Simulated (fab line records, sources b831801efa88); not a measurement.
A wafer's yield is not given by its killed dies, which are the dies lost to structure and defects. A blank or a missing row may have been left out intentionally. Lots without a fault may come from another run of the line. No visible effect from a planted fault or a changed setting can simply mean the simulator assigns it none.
Commonality check across tools ; flow sky130 ; 15 lots, 45 wafers sampled

WHY THIS WAS OPENED
3 of 15 lots carry a flag on the reading LDD_HVP_TW at SKY_LDD_HVP_TW_MEAS_10. Wafers without a fault read 461, standard deviation 4.4.
Rule: a lot is flagged when every wafer of it that has a number lies more than 4 standard deviations from that mean, or none has a number. All remaining lots are regarded as sound.

lot;measured;on;LDD_HVP_TW, wafer by wafer;flag
L383;day 21 17:08;film metro-03;465 464 466;
L384;day 22 06:44;film metro-01;459 461 458;
L389;day 23 17:05;film metro-04;456 458 457;
L391;day 24 08:05;film metro-01;459 458 459;
L392;day 24 21:10;film metro-04;30 30 30;FLAGGED
L393;day 25 12:29;film metro-03;31 31 31;FLAGGED
L394;day 26 07:31;film metro-04;30 30 30;FLAGGED
L396;day 26 12:32;film metro-03;465 470 467;
L397;day 26 19:56;film metro-01;460 460 460;
L400;day 27 16:05;film metro-01;457 455 455;
L401;day 27 20:29;film metro-03;467 467 470;
L402;day 28 06:44;film metro-01;456 455 456;
L403;day 28 21:29;film metro-04;459 458 458;
L405;day 29 09:01;film metro-03;472 465 469;
L406;day 29 15:54;film metro-03;467 468 468;
The numbers of the flagged lots are 30 on average: -431 against the usual, or -98 standard deviations.

WHICH TOOL RAN EACH LOT
Before the reading, the record contains 4 process steps out of a 708-step route. Cell contents, in order: the tool; ch with the chambers the sampled wafers went through; the start.
lot;flag;SKY_POLY_GATE_ETCH_15;SKY_POLY_GATE_ETCH_16;SKY_LDD_HVN_STRIP_09;SKY_LDD_HVP_STRIP_09
L383;;rie diel-03 ch 0,1,3, day 15 23:55;rie diel-03 ch 0,1,3, day 15 23:59;plasma asher-01 ch 0,1, day 20 09:34;plasma asher-03 ch 0,1, day 21 17:02
L384;;rie diel-03 ch 0,1,2, day 16 21:55;rie diel-03 ch 0,1,2, day 16 21:59;plasma asher-02 ch 0,1, day 20 23:23;plasma asher-02 ch 0,1, day 22 06:38
L389;;rie diel-02 ch 0,1,3, day 18 09:28;rie diel-02 ch 0,1,3, day 18 09:32;plasma asher-02 ch 0,1, day 22 10:44;plasma asher-03 ch 0,1, day 23 16:59
L391;;rie diel-02 ch 0,1, day 19 00:34;rie diel-02 ch 0,1, day 19 00:38;plasma asher-01 ch 0,1, day 23 02:01;plasma asher-02 ch 0,1, day 24 07:59
L392;FLAGGED;rie diel-03 ch 0,2,3, day 19 13:45;rie diel-03 ch 0,2,3, day 19 13:50;plasma asher-02 ch 0,1, day 23 14:13;plasma asher-03 ch 0,1, day 24 21:04
L393;FLAGGED;rie diel-02 ch 0,2,3, day 20 05:33;rie diel-02 ch 0,2,3, day 20 05:38;plasma asher-02 ch 0, day 24 06:10;plasma asher-04 ch 0,1, day 25 12:23
L394;FLAGGED;rie diel-02 ch 0,1, day 21 02:16;rie diel-02 ch 0,1, day 21 02:20;plasma asher-01 ch 0,1, day 25 02:38;plasma asher-03 ch 0,1, day 26 07:25
L396;;rie diel-04 ch 1,2,3, day 21 05:55;rie diel-04 ch 1,2,3, day 21 05:59;plasma asher-02 ch 0,1, day 25 07:07;plasma asher-04 ch 0,1, day 26 12:26
L397;;rie diel-04 ch 1,2, day 21 15:52;rie diel-04 ch 1,2, day 21 15:56;plasma asher-02 ch 0,1, day 25 14:55;plasma asher-02 ch 0,1, day 26 19:50
L400;;rie diel-03 ch 0,1,2, day 22 13:45;rie diel-03 ch 0,1,2, day 22 13:50;plasma asher-01 ch 0,1, day 26 11:20;plasma asher-03 ch 0,1, day 27 15:59
L401;;rie diel-04 ch 0,1,3, day 22 20:33;rie diel-04 ch 0,1,3, day 22 20:38;plasma asher-02 ch 0,1, day 26 16:11;plasma asher-03 ch 0,1, day 27 20:23
L402;;rie diel-03 ch 1,3, day 23 06:07;rie diel-03 ch 1,3, day 23 06:11;plasma asher-01 ch 0,1, day 27 03:23;plasma asher-03 ch 0,1, day 28 06:38
L403;;rie diel-04 ch 1,2,3, day 23 23:55;rie diel-04 ch 1,2,3, day 23 23:59;plasma asher-03 ch 0,1, day 27 18:53;plasma asher-04 ch 0,1, day 28 21:23
L405;;rie diel-03 ch 1,3, day 24 13:18;rie diel-03 ch 1,3, day 24 13:23;plasma asher-03 ch 0,1, day 28 05:58;plasma asher-02 ch 0,1, day 29 08:55
L406;;rie diel-03 ch 0,2,3, day 24 20:22;rie diel-03 ch 0,2,3, day 24 20:26;plasma asher-01 ch 0,1, day 28 13:17;plasma asher-02 ch 0,1, day 29 15:47
What these steps do:
- SKY_POLY_GATE_ETCH_15: etches BARC in N2/H2, stops on SiO2, time 118.5 s, target depth 110 nm.
- SKY_POLY_GATE_ETCH_16: etches Si3N4 in CH3F/O2, stops on poly-Si, time 147.5 s, target depth 75 nm.
- SKY_LDD_HVN_STRIP_09: strips in O2/N2.
- SKY_LDD_HVP_STRIP_09: strips in O2/N2.
- SKY_LDD_HVP_TW_MEAS_10

FLAGGED OVER TOTAL, TOOL BY TOOL (the gauges that took the reading come last)
step;tool;lots run;flagged;share of the flagged lots;sound lots run after its first flagged lot
SKY_POLY_GATE_ETCH_15;rie diel-02;4;2;some;0
SKY_POLY_GATE_ETCH_15;rie diel-03;7;1;some;4 (L400,L402,L405,L406)
SKY_POLY_GATE_ETCH_15;rie diel-04;4;0;none;-
SKY_POLY_GATE_ETCH_16;rie diel-02;4;2;some;0
SKY_POLY_GATE_ETCH_16;rie diel-03;7;1;some;4 (L400,L402,L405,L406)
SKY_POLY_GATE_ETCH_16;rie diel-04;4;0;none;-
SKY_LDD_HVN_STRIP_09;plasma asher-01;6;1;some;3 (L400,L402,L406)
SKY_LDD_HVN_STRIP_09;plasma asher-02;7;2;some;3 (L396,L397,L401)
SKY_LDD_HVN_STRIP_09;plasma asher-03;2;0;none;-
SKY_LDD_HVP_STRIP_09;plasma asher-02;5;0;none;-
SKY_LDD_HVP_STRIP_09;plasma asher-03;7;2;some;3 (L400,L401,L402)
SKY_LDD_HVP_STRIP_09;plasma asher-04;3;1;some;2 (L396,L403)
SKY_LDD_HVP_TW_MEAS_10;film metro-01;5;0;none;-
SKY_LDD_HVP_TW_MEAS_10;film metro-03;6;1;some;4 (L396,L401,L405,L406)
SKY_LDD_HVP_TW_MEAS_10;film metro-04;4;2;some;1 (L403)

WHAT IS ALLOWED BY THE TABLE
No row of the table ran every flagged lot.

WHAT THE SIMULATOR HAD PUT IN
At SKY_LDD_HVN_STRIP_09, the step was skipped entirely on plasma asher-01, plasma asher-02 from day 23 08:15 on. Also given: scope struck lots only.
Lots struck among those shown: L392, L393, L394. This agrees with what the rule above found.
